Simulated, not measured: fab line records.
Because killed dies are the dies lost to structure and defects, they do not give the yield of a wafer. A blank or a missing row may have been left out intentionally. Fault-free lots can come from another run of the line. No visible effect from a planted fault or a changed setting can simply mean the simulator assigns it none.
A struck lot beside a sound one -- flow sky130 -- 39 out of 708 route steps
Sound: the wafers L501.3, L501.5, L501.6. Struck: wafers L495.3, L495.5, L495.6. Last of all comes the cause.
Order at every step that has rows: each side's tool, ch and its chambers, its first start. Under that, the readings that differ: sound wafers -- struck wafers -- difference of the means -- sigmas: that difference in standard deviations of wafers without a fault.
alike: a reading whose means differ by less than 2 such deviations, as well as words and numbers matching on both sides. not compared: withheld readings; readings where some wafer has no value; bounds like >300 that might hide an equal value; numbers whose values overlap and for which the record gives no deviation.
The two part at a step that has a row with sigmas, a row that says differs or no value, or rows on one side only. Non-overlapping numbers with no deviation appear without sigmas and do not part them. A reading missing from all wafers of one side parts the sides only when that side holds two or more wafers.

first, 10 steps without rows for these wafers: SKY_FIELD_ISO_CLEAN_20 (cleans in dHF, time 20 s); SKY_FIELD_ISO_WET_ETCH_21 (etches SiO2 in dHF, target depth 20 nm, time 400 s); SKY_FIELD_ISO_OXIDATION_22 (stabilise 600 s, purge 300 s, target thk 10 nm); SKY_FIELD_ISO_CVD_24 (deposits SiO2, target thk 595 nm, time 99.2 s); SKY_FIELD_ISO_ANNEAL_26 (time 1800 s); SKY_FIELD_ISO_CMP_27 (polishes, stops on Si3N4, t overpolish 16 s, target thk 457.8 nm); SKY_FIELD_ISO_WET_ETCH_28 (etches SiO2 in dHF, target depth 23.7 nm, time 47 s); SKY_FIELD_ISO_WET_ETCH_29 (etches Si3N4 in H3PO4, target depth 160 nm, time 1825 s); SKY_FIELD_ISO_WET_ETCH_30 (etches SiO2 in dHF, target depth 25 nm, time 50 s); SKY_NWELL_CLEAN_00 (cleans in SC1/SC2, time 150 s).
SKY_NWELL_OXIDATION_01: stabilise 600 s, purge 300 s, target thk 10 nm.
  sound on furnace-02 ch 0, day 6 08:53; struck on furnace-01 ch 0, day 5 02:20
reading,sound,struck,difference,sigmas
spike tc bottom C (C),916 918 917,819 822 818,-97,-24
spike tc centre C (C),900.8 898.7 900.0,795.1 793.6 794.0,-105.6,-99 or more
spike tc lower C (C),899.9 900.8 901.1,794.8 794.8 792.7,-106.5,-82
spike tc top C (C),909.6 913.5 912.4,810.0 809.0 809.2,-102.4,-85
spike tc upper C (C),899.4 899.3 898.8,795.4 793.9 795.1,-104.4,-99 or more
tube center temp C (C),899.94 900.05 899.92,794.73 794.71 794.66,-105.27,-99 or more
tube_center_temp_C_max,902.8 902.8 901.8,796.9 797.5 796.6,-105.5,-99 or more
zone power bottom pct (%),25.3 25.2 25.0,21.7 22.0 21.6,-3.4,-2
zone power lower pct (%),19.9 19.8 20.0,13.1 13.2 13.1,-6.8,-5
zone power top pct (%),33.3 33.7 34.0,28.5 27.7 28.1,-5.6,-14
zone power upper pct (%),18.63 18.78 18.57,14.59 14.67 14.35,-4.12,-20
model.SiO2_of_NWELL_OXIDATION_01.thk nm (nm),10.21 10.27 10.07,2.652 2.509 2.577,-7.604,
SKY_NWELL_THK_MEAS_02:
  struck on film metro-04, day 5 03:44; sound on film metro-04, day 6 10:19
reading,sound,struck,difference,sigmas
NWELL_OXIDATION_THK (nm),10.18 10.26 10.06,2.61 2.49 2.59,-7.60,-40
then, 25 steps without rows for these wafers: SKY_DNWELL_DEHYDRATE_00 (time 60 s); SKY_DNWELL_HMDS_01 (prime time 60 s); SKY_DNWELL_COAT_02 (resist thk 3000 nm); SKY_DNWELL_SOFTBAKE_03; SKY_DNWELL_EXPOSE_04 (exposes mask DNM, target cd 3000 nm); SKY_DNWELL_PEB_05; SKY_DNWELL_DEVELOP_06 (develop time 60 s); SKY_DNWELL_IMPLANT_07; SKY_DNWELL_STRIP_08 (strips in O2/N2); SKY_PWDE_DEHYDRATE_00 (time 60 s); SKY_PWDE_HMDS_01 (prime time 60 s); SKY_PWDE_COAT_02 (resist thk 3000 nm); SKY_PWDE_SOFTBAKE_03; SKY_PWDE_EXPOSE_04 (exposes mask PWDEM, target cd 840 nm); SKY_PWDE_PEB_05; SKY_PWDE_DEVELOP_06 (develop time 60 s); SKY_PWDE_IMPLANT_08; SKY_PWDE_STRIP_09 (strips in O2/N2); SKY_NWELL_DEHYDRATE_03 (time 60 s); SKY_NWELL_HMDS_04 (prime time 60 s); SKY_NWELL_COAT_05 (resist thk 3000 nm); SKY_NWELL_SOFTBAKE_06; SKY_NWELL_EXPOSE_07 (exposes mask NWM, target cd 840 nm); SKY_NWELL_PEB_08; SKY_NWELL_DEVELOP_09 (develop time 60 s).
-- the record jumps here: 12 days lie between the struck wafers' starts before and after (it left off in module NWELL and takes up again in module SONOS_ONO, whose first step shown is number 183 of the route) --
SKY_SONOS_ONO_ETCH_15: etches the open film in CHF3/O2, target depth 19.52 nm, time 7.8 s.
  sound on rie diel-04 ch 1,2,3, day 18 20:06; struck on rie diel-03 ch 0,1,3, day 17 01:18
reading,sound,struck,difference,sigmas
model.SiO2_of_NWELL_OXIDATION_01.thk nm (nm),5.748 5.736 5.602,0.65 0.5922 0.6224,-5.07,
  alike: O2_flow_sccm, chf3 flow sccm, drypump motor current A, oes product au, throttle valve pct
  not compared: rf hours counter h
-- record jumps: 32 days separate the struck wafers' starts on either side; left off in module SONOS_ONO, taken up again in module PAD_OPEN, whose first shown step is the route's number 708 --
SKY_PAD_OPEN_PROBE_99:
  struck on prober-02, day 49 02:45; sound on prober-01, day 50 08:31
reading,sound,struck,difference,sigmas
model.etest.nfet_16v.r on ohm um,1.424e+04 1.419e+04 1.423e+04,1.459e+04 1.449e+04 1.448e+04,+3.000e+02,
model.etest.tip p.rs ohm sq,6815 6810 6759,6649 6692 6683,-120,
model.etest.pfet g5v0d10v5.r on ohm um,4721 4791 4711,4631 4695 4678,-73,
model.etest.res pwell under gate.rs ohm sq,2276 2302 2309,2263 2255 2272,-32,
model.etest.sram pfet latch.drive ua um,149.6 145.8 144.8,152.8 152.3 154.3,+6.4,
  alike: killed_at_M0_to_M3, killed_at_M4_up, killed at contacts, killed at front end, killed at other, killed dies, killed open, killed short
  not compared: model.etest.pfet_01v8.r on ohm um, model.etest.pfet_01v8.drive ua um, model.etest.pfet_01v8_mvt.drive ua um

WHERE THEY PART
First at SKY_NWELL_OXIDATION_01; last, within this record, at SKY_NWELL_THK_MEAS_02. Later steps at which nothing parts them and some readings are alike: SKY_SONOS_ONO_ETCH_15, SKY_PAD_OPEN_PROBE_99.

WHY: what the simulator had put in
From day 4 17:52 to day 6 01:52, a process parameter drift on furnace-01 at SKY_NWELL_OXIDATION_01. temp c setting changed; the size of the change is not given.
